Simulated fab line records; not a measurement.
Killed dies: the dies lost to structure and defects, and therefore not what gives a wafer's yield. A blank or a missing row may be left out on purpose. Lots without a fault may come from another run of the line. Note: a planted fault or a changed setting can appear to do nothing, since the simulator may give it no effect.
Struck lot and sound lot, side by side | flow sky130 | 24 out of 708 route steps
Sound: wafers L506.1, L506.2, L506.3. Wafers L513.1, L513.3, L513.4 were the ones struck. At the end, the cause is stated.
Order at every step that has rows: each side's tool, ch and its chambers, its first start. Under that, the readings that differ: sound wafers | struck wafers | difference of the means | sigmas: that difference in standard deviations of wafers without a fault.
alike: readings whose means differ by less than 2 such deviations, and words and numbers that are the same on both sides. not compared: withheld readings, readings that some wafer has no value for, bounds like >300 that may hide the same value, and numbers for which the record gives no deviation and whose values overlap.
The two part at a step that has a row with sigmas, a row that says differs or no value, or rows on one side only. Numbers that have no deviation but don't overlap get no sigmas and don't part them. Lack of a reading on every wafer of one side parts them only where that side has two or more wafers.

first, 8 steps without rows for these wafers: SKY_RES_XHIGH_DEHYDRATE_00 (time 60 s); SKY_RES_XHIGH_HMDS_01 (prime time 60 s); SKY_RES_XHIGH_COAT_02 (resist thk 1140 nm); SKY_RES_XHIGH_SOFTBAKE_03 (time 60 s); SKY_RES_XHIGH_EXPOSE_04 (exposes mask URPM, target cd 1270 nm); SKY_RES_XHIGH_PEB_05; SKY_RES_XHIGH_DEVELOP_06 (develop time 60 s); SKY_RES_XHIGH_IMPLANT_07.
SKY_RES_XHIGH_STRIP_08: strips in O2/N2.
  sound on plasma_asher-02 ch 0,1, day 29 10:04; struck on plasma_asher-04 ch 0,1, day 30 20:26
  alike: drypump_motor_current_A, o2_flow_sccm, oes_product_au, strip_time_to_endpoint_s
  not compared: rf_hours_counter_h
SKY_RES_XHIGH_TW_MEAS_09:
  sound on film_metro-02 at day 29 10:10; struck on film_metro-01 at day 30 20:32
  alike: RES_XHIGH_TW
then, 2 steps without rows for these wafers: SKY_SD_N_DEHYDRATE_00 (time 60 s); SKY_SD_N_HMDS_01 (prime time 60 s).
SKY_SD_N_COAT_02: resist thk 1140 nm.
  sound on litho_track-01 ch 0, day 29 22:35; struck on litho_track-02 ch 0, day 31 08:32
  reading                                   | sound          | struck         | difference | sigmas
  model.NOVOLAK_of_SD_N_COAT_02.thk_nm (nm) | 1144 1142 1141 | 1067 1070 1068 | -74        |
  alike: dispense_pressure_kPa, exhaust_pa, resist_line_temp_C
then, 3 steps without rows for these wafers: SKY_SD_N_SOFTBAKE_03 (time 60 s); SKY_SD_N_EXPOSE_04 (exposes mask NSDM, target cd 380 nm); SKY_SD_N_PEB_05.
SKY_SD_N_DEVELOP_06: develop time 60 s.
  sound on litho_track-02 ch 0, day 30 11:05; struck on litho_track-02 ch 0, day 31 22:44
  reading                                   | sound          | struck         | difference | sigmas
  exhaust_pa (Pa)                           | 46.2 45.8 46.0 | 44.4 43.5 43.8 | -2.1       | -3
  model.NOVOLAK_of_SD_N_COAT_02.thk_nm (nm) | 1143 1141 1141 | 1066 1070 1068 | -74        |
  alike: resist_line_temp_C
SKY_SD_N_CD_MEAS_07: the cd target is 380 nm.
  sound on cd_sem-02 at day 30 11:14; struck on cd_sem-02 at day 31 22:53
  alike: cd_nm
SKY_SD_N_OVL_MEAS_08:
  sound on overlay-02 at day 30 11:22; struck on overlay-02 at day 31 23:01
  alike: SD_N_OVL
then, 2 steps without rows for these wafers: SKY_SD_N_IMPLANT_09; SKY_SD_N_IMPLANT_10.
SKY_SD_N_STRIP_11: strips in O2/N2.
  sound on plasma_asher-01 ch 0,1, day 30 11:42; struck on plasma_asher-01 ch 0,1, day 31 23:21
  reading                      | sound             | struck            | difference | sigmas
  oes_product_au (a.u.)        | 0.525 0.528 0.535 | 0.515 0.521 0.521 | -0.010     | -2
  strip_time_to_endpoint_s (s) | 22.58 22.53 22.55 | 21.67 21.70 21.69 | -0.87      | -18
  alike: drypump_motor_current_A, o2_flow_sccm
  not compared: rf_hours_counter_h
SKY_SD_N_TW_MEAS_12:
  sound on film_metro-01 at day 30 11:48; struck on film_metro-01 at day 31 23:27
  alike: SD_N_TW
SKY_PAD_OPEN_PROBE_99:
  sound wafers here have rows in the record (prober-01, day 47 09:49); struck ones have none

== WHERE THEY PART ==
At SKY_SD_N_DEVELOP_06 first; at SKY_PAD_OPEN_PROBE_99 last (within this record only).

WHY: what had been put in by the simulator
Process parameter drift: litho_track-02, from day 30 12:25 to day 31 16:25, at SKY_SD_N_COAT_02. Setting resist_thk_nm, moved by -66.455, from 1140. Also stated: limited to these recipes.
